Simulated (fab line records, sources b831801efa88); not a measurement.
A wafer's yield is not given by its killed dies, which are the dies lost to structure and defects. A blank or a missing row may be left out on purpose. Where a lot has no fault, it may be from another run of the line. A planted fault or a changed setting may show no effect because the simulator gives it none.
What tool caused it? ; flow gf180mcu ; 33 wafers from 11 lots sampled at 6 of the route's 602 steps

## WHAT THE GAUGES READ, wafer by wafer
GF_VT_IMPLANT_RS_MEAS_47: measurement is done with a four-point probe.
lot;measured;on;NWELL_RS (ohm/sq)
L952;day 9 00:13;film metro-04;488.4 487.9 489.8
L958;day 10 10:31;film metro-03;489.4 488.1 488.5
L959;day 10 20:02;film metro-03;484.9 486.1 485.1
L960;day 10 22:53;film metro-03;486.7 488.4 488.4
L961;day 11 07:14;film metro-03;487.9 488.4 487.3
L962;day 11 13:10;film metro-02;489.0 489.6 487.5
L969;day 13 08:21;film metro-03;487.4 490.2 489.3
L971;day 13 20:04;film metro-04;489.7 488.7 488.7
L972;day 14 00:20;film metro-02;488.5 487.1 485.4
L973;day 14 09:29;film metro-03;487.4 487.4 487.8
L974;day 14 11:47;film metro-02;488.1 488.5 488.5

GF_POLY_GATE_THK_MEAS_17.
lot;measured;on;POLY_GATE_OXIDATION_THK (nm)
L952;day 10 21:38;film metro-01;4.05 4.13 4.04
L958;day 12 11:47;film metro-01;4.01 4.04 4.00
L959;day 12 21:04;film metro-03;4.01 3.97 3.98
L960;day 13 01:14;film metro-04;3.99 3.96 4.01
L961;day 13 07:09;film metro-04;4.05 4.01 4.09
L962;day 13 12:42;film metro-04;4.04 3.94 3.91
L969;day 15 18:06;film metro-03;4.00 4.08 3.97
L971;day 16 00:50;film metro-01;4.12 4.03 4.08
L972;day 16 05:59;film metro-03;3.99 3.96 3.97
L973;day 16 19:22;film metro-03;4.02 4.06 4.01
L974;day 16 19:21;film metro-04;4.01 4.07 4.09

GF_HV_LDD_TW_MEAS_38.
lot;measured;on;HV_LDD_3_TW
L952;day 13 09:56;film metro-04;1406 1404 1403
L958;day 15 04:58;film metro-02;1445 1448 1446
L959;day 15 14:07;film metro-04;1415 1410 1402
L960;day 15 19:07;film metro-03;1423 1428 1429
L961;day 16 00:52;film metro-03;30 30 30
L962;day 16 07:38;film metro-04;29 29 29
L969;day 18 21:38;film metro-04;1408 1399 1402
L971;day 19 04:19;film metro-03;1413 1417 1415
L972;day 19 10:01;film metro-03;1415 1427 1418
L973;day 20 00:56;film metro-02;1435 1436 1443
L974;day 20 01:56;film metro-02;1427 1439 1435

## WHAT TOOL EACH LOT RAN ON (gives the tool, then ch and the chambers of the sampled wafers, and finally the start)
lot;GF_HV_LDD_STRIP_10;GF_HV_LDD_STRIP_22;GF_HV_LDD_STRIP_37
L952;plasma asher-03 ch 0,1, day 11 16:52;plasma asher-02 ch 0,1, day 12 12:19;plasma asher-02 ch 0,1, day 13 09:50
L958;plasma asher-02 ch 0,1, day 13 08:31;plasma asher-03 ch 0,1, day 14 06:05;plasma asher-04 ch 0,1, day 15 04:52
L959;plasma asher-02 ch 0,1, day 13 18:26;plasma asher-04 ch 0,1, day 14 15:19;plasma asher-04 ch 0,1, day 15 14:01
L960;plasma asher-03 ch 0,1, day 13 22:43;plasma asher-02 ch 0,1, day 14 19:46;plasma asher-04 ch 0,1, day 15 19:01
L961;plasma asher-02 ch 1, day 14 04:19;plasma asher-02 ch 0,1, day 15 02:13;plasma asher-04 ch 0,1, day 16 00:46
L962;plasma asher-03 ch 0,1, day 14 09:59;plasma asher-03 ch 0,1, day 15 08:29;plasma asher-03 ch 0,1, day 16 07:32
L969;plasma asher-03 ch 0,1, day 16 18:02;plasma asher-02 ch 0,1, day 17 18:47;plasma asher-02 ch 0,1, day 18 21:32
L971;plasma asher-03 ch 0, day 17 01:04;plasma asher-02 ch 0,1, day 18 02:05;plasma asher-03 ch 0,1, day 19 04:13
L972;plasma asher-03 ch 0,1, day 17 05:47;plasma asher-03 ch 0,1, day 18 07:19;plasma asher-02 ch 0,1, day 19 09:55
L973;plasma asher-03 ch 0,1, day 17 20:20;plasma asher-03 ch 0,1, day 18 22:20;plasma asher-04 ch 0,1, day 20 00:50
L974;plasma asher-04 ch 0,1, day 17 20:28;plasma asher-02 ch 0,1, day 18 22:38;plasma asher-04 ch 0,1, day 20 01:52
- GF_HV_LDD_STRIP_10: strips in O2/N2.
- GF_HV_LDD_STRIP_22: strips in O2/N2.
- GF_HV_LDD_STRIP_37: strips in O2/N2.

## AS READ BY THE TOOLS THEMSELVES (means over the sampled wafers that have a number; for cases with no such wafer, the mark the record gives instead)
GF_HV_LDD_STRIP_10.
lot;tool;chamber pressure mTorr (mTorr);drypump motor current A (A);heater power w (W);oes product au (a.u.);strip time to endpoint s (s)
L952;plasma asher-03;1500.8;5.39;328;0.715;12.67
L958;plasma asher-02;1499.1;5.36;321;0.714;12.64
L959;plasma asher-02;1499.8;5.35;314;0.714;12.62
L960;plasma asher-03;1499.4;5.42;327;0.717;12.61
L961;plasma asher-02;1500.1;5.83;362;0.713;12.62
L962;plasma asher-03;1500.5;5.40;321;0.714;12.60
L969;plasma asher-03;1500.5;5.37;329;0.717;12.64
L971;plasma asher-03;1498.8;5.39;323;0.721;12.66
L972;plasma asher-03;1500.2;5.40;327;0.713;12.67
L973;plasma asher-03;1500.5;5.39;324;0.717;12.61
L974;plasma asher-04;1500.4;5.64;396;0.720;12.64

GF_HV_LDD_STRIP_22.
lot;tool;chamber pressure mTorr (mTorr);drypump motor current A (A);heater power w (W);oes product au (a.u.);strip time to endpoint s (s)
L952;plasma asher-02;1500.2;5.3;318;0.715;12.63
L958;plasma asher-03;1500.9;5.4;326;0.711;12.60
L959;plasma asher-04;1499.8;5.7;398;0.716;12.65
L960;plasma asher-02;1497.9;5.6;344;0.717;12.63
L961;plasma asher-02;-;-;-;-;-
L962;plasma asher-03;-;-;-;-;-
L969;plasma asher-02;1500.2;5.6;343;0.720;12.70
L971;plasma asher-02;1500.1;5.3;324;0.716;12.67
L972;plasma asher-03;1499.5;5.4;327;0.720;12.67
L973;plasma asher-03;1499.3;5.4;343;0.717;12.63
L974;plasma asher-02;1499.5;5.6;344;0.715;12.60

GF_HV_LDD_STRIP_37.
lot;tool;chamber pressure mTorr (mTorr);drypump motor current A (A);heater power w (W);oes product au (a.u.);strip time to endpoint s (s)
L952;plasma asher-02;1501.0;5.6;341;0.716;12.64
L958;plasma asher-04;1501.0;5.3;371;0.719;12.65
L959;plasma asher-04;1498.7;5.3;371;0.716;12.64
L960;plasma asher-04;1499.4;5.3;372;0.718;12.70
L961;plasma asher-04;1500.7;5.3;365;0.718;27.69
L962;plasma asher-03;1499.0;5.4;327;0.715;27.65
L969;plasma asher-02;1498.7;5.3;322;0.715;12.62
L971;plasma asher-03;1500.4;5.4;328;0.720;12.68
L972;plasma asher-02;1500.3;5.3;320;0.720;12.66
L973;plasma asher-04;1502.1;5.3;364;0.720;12.65
L974;plasma asher-04;1499.2;5.7;407;0.712;12.66

## THE ANSWER, worked out from the rows above alone
Rule: the lots themselves supply what counts as usual. Put in order of their means at a reading, lots are off if they are a third of the lots or fewer, leave a main group of 4 or more, and stand apart from it by a gap of 3 or more times the standard deviation of the main group's means; of several such gaps the widest counts. A main group is skipped when, at the precision printed for the reading in the tables above, its means are all equal. A lot without any number at a reading at which 4 lots or more have one is off too. All remaining lots with rows at the step are treated as sound. The gauges are gone through in route order, then the tools' own readings, and for those a lot's mean is taken as printed above. At the first step where some lot is off, the reading lying furthest off is the one used; lots without a number count as furthest.
Off: L961, L962, seen at GF_HV_LDD_TW_MEAS_38 (HV_LDD_3_TW). Main group: mean 1422, sd 15.
If a tool, at a process step before that reading, ran all the lots that are off and no sound lot after the first of them, it fits. Not tried: the gauges at GF_HV_LDD_TW_MEAS_38; whatever is off there is also off at GF_HV_LDD_STRIP_22, on other tools, and gauge error can't account for it. No candidate that was tried fits.

## WHAT WAS PUT IN BY THE SIMULATOR
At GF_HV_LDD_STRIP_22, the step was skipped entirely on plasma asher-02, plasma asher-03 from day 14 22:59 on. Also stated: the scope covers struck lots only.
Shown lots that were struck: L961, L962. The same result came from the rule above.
